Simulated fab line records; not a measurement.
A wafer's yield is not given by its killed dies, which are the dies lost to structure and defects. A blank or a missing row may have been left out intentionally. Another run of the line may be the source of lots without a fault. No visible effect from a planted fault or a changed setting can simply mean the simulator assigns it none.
A lot that was struck, set against a sound lot | flow gf180mcu | 46 steps out of a route of 602
Sound: the wafers L896.2, L896.3, L896.4. Wafers struck: L888.1, L888.2, L888.6. Last of all comes the cause.
Order at every step that has rows: each side's tool, ch and its chambers, its first start. Under that, the readings that differ: sound wafers | struck wafers | difference of the means | sigmas: that difference in standard deviations of wafers without a fault.
alike: a reading whose means differ by less than 2 such deviations, as well as words and numbers matching on both sides. not compared: withheld readings; readings where some wafer has no value; bounds like >300 that might hide an equal value; numbers whose values overlap and for which the record gives no deviation.
The two part at a step that has a row with sigmas, a row that says differs or no value, or rows on one side only. Numbers that have no deviation but don't overlap get no sigmas and don't part them. A reading missing from all wafers of one side parts the sides only when that side holds two or more wafers.

first, 5 steps without rows for these wafers: GF_NWELL_COAT_02 (resist thk 3000 nm); GF_NWELL_SOFTBAKE_03; GF_NWELL_EXPOSE_04 (exposes mask Nwell, target cd 860 nm); GF_NWELL_PEB_05; GF_NWELL_DEVELOP_06 (develop time 60 s).
GF_NWELL_OVL_MEAS_07:
  sound: overlay-02 at day 7 10:41; struck: overlay-02 at day 5 14:11
  reading        | sound       | struck        | difference | sigmas
  NWELL_OVL (nm) | 2.4 2.5 2.6 | -0.7 -0.2 0.0 | -2.8       | -2
then, 2 steps without rows for these wafers: GF_NWELL_IMPLANT_08; GF_NWELL_IMPLANT_09.
GF_NWELL_STRIP_10: strips in O2/N2.
  sound on plasma-asher-02 ch 0,1, day 7 11:01; struck on plasma-asher-03 ch 0,1, day 5 14:31
  alike: drypump-motor-current-A, heater-power-w, oes-product-au, platen-temp-c, strip-time-to-endpoint-s
  not compared: rf-hours-counter-h
GF_NWELL_TW_MEAS_11:
  sound: film-metro-01 at day 7 11:08; struck: film-metro-04 at day 5 14:37
  reading  | sound          | struck         | difference | sigmas
  NWELL_TW | 1550 1548 1547 | 1599 1593 1603 | +50        | +3
then, 2 steps without rows for these wafers: GF_LVPWELL_DEHYDRATE_00 (time 60 s); GF_LVPWELL_HMDS_01 (prime time 60 s).
GF_LVPWELL_COAT_02: resist thk 3000 nm.
  struck on litho-track-04, day 5 21:00; sound on litho-track-01 ch 0, day 7 18:53
  no value came back on the struck wafers for chill-plate-temp-C (C), dispense-pressure-kPa (kPa); on the sound wafers chill-plate-temp-C (C) reads 23.11 23.20 23.17
then, 4 steps without rows for these wafers: GF_LVPWELL_SOFTBAKE_03; GF_LVPWELL_EXPOSE_04 (exposes mask LVPWELL, target cd 600 nm); GF_LVPWELL_PEB_05; GF_LVPWELL_DEVELOP_06 (develop time 60 s).
GF_LVPWELL_OVL_MEAS_07:
  sound: overlay-01 at day 8 03:24; struck: overlay-02 at day 6 04:51
  reading          | sound        | struck | difference                    | sigmas
  LVPWELL_OVL (nm) | 0.2 1.2 -0.4 | - - -  | no value on the struck wafers |
then, 2 steps without rows for these wafers: GF_LVPWELL_IMPLANT_08; GF_LVPWELL_IMPLANT_09.
GF_LVPWELL_STRIP_10: strips in O2/N2.
  sound on plasma-asher-01 ch 0,1, day 8 03:44; struck on plasma-asher-01 ch 0,1, day 6 05:11
  no value came back on the struck wafers for oes-product-au (a.u.), strip-time-to-endpoint-s (s); on the sound wafers oes-product-au (a.u.) reads 0.714 0.719 0.726
  alike: drypump-motor-current-A, heater-power-w, platen-temp-c
  not compared: rf-hours-counter-h
GF_LVPWELL_TW_MEAS_11:
  sound: film-metro-01 at day 8 03:50; struck: film-metro-04 at day 6 05:17
  reading    | sound       | struck      | difference | sigmas
  LVPWELL_TW | 549 547 546 | 560 561 562 | +14        | +2
then, 7 steps without rows for these wafers: GF_MVSD_DEHYDRATE_00 (time 60 s); GF_MVSD_HMDS_01 (prime time 60 s); GF_MVSD_COAT_02 (resist thk 3000 nm); GF_MVSD_SOFTBAKE_03; GF_MVSD_EXPOSE_04 (exposes mask MVSD, target cd 1000 nm); GF_MVSD_PEB_05; GF_MVSD_DEVELOP_06 (develop time 60 s).
GF_MVSD_OVL_MEAS_07:
  sound: overlay-01 at day 8 20:35; struck: overlay-01 at day 6 20:14
  alike: MVSD_OVL
then, 2 steps without rows for these wafers: GF_MVSD_IMPLANT_08; GF_MVSD_IMPLANT_09.
GF_MVSD_STRIP_10: strips in O2/N2.
  sound on plasma-asher-02 ch 0,1, day 8 20:55; struck on plasma-asher-02 ch 0,1, day 6 20:34
  alike: drypump-motor-current-A, heater-power-w, oes-product-au, platen-temp-c, strip-time-to-endpoint-s
  not compared: rf-hours-counter-h
GF_MVSD_TW_MEAS_11:
  sound: film-metro-03 at day 8 21:02; struck: film-metro-04 at day 6 20:40
  alike: MVSD_TW
then, 7 steps without rows for these wafers: GF_MVPSD_DEHYDRATE_00 (time 60 s); GF_MVPSD_HMDS_01 (prime time 60 s); GF_MVPSD_COAT_02 (resist thk 3000 nm); GF_MVPSD_SOFTBAKE_03; GF_MVPSD_EXPOSE_04 (exposes mask MVPSD, target cd 1000 nm); GF_MVPSD_PEB_05; GF_MVPSD_DEVELOP_06 (develop time 60 s).
GF_MVPSD_OVL_MEAS_07:
  sound: overlay-02 at day 9 13:58; struck: overlay-02 at day 7 11:53
  alike: MVPSD_OVL
GF_MVPSD_TW_MEAS_11:
  sound: film-metro-01 at day 9 14:24; struck: film-metro-01 at day 7 12:20
  reading  | sound       | struck      | difference | sigmas
  MVPSD_TW | 547 546 543 | 682 679 679 | +135       | +22
GF_VT_IMPLANT_TW_MEAS_10:
  sound: film-metro-02 at day 10 08:47; struck: film-metro-04 at day 8 04:46
  reading       | sound       | struck      | difference | sigmas
  VT_IMPLANT_TW | 568 568 566 | 705 701 705 | +136       | +19
GF_VT_IMPLANT_TW_MEAS_32:
  sound: film-metro-01 at day 11 22:41; struck: film-metro-02 at day 9 14:38
  reading         | sound       | struck      | difference | sigmas
  VT_IMPLANT_3_TW | 263 264 266 | 577 579 578 | +314       | +92
GF_VT_IMPLANT_TW_MEAS_43:
  sound: film-metro-02 at day 12 18:05; struck: film-metro-01 at day 10 08:47
  reading         | sound       | struck      | difference | sigmas
  VT_IMPLANT_4_TW | 698 701 696 | 770 770 774 | +73        | +8

WHERE THEY PART
Last at GF_VT_IMPLANT_TW_MEAS_43 as far as this record goes, first at GF_NWELL_OVL_MEAS_07.

WHY: what the simulator had put in
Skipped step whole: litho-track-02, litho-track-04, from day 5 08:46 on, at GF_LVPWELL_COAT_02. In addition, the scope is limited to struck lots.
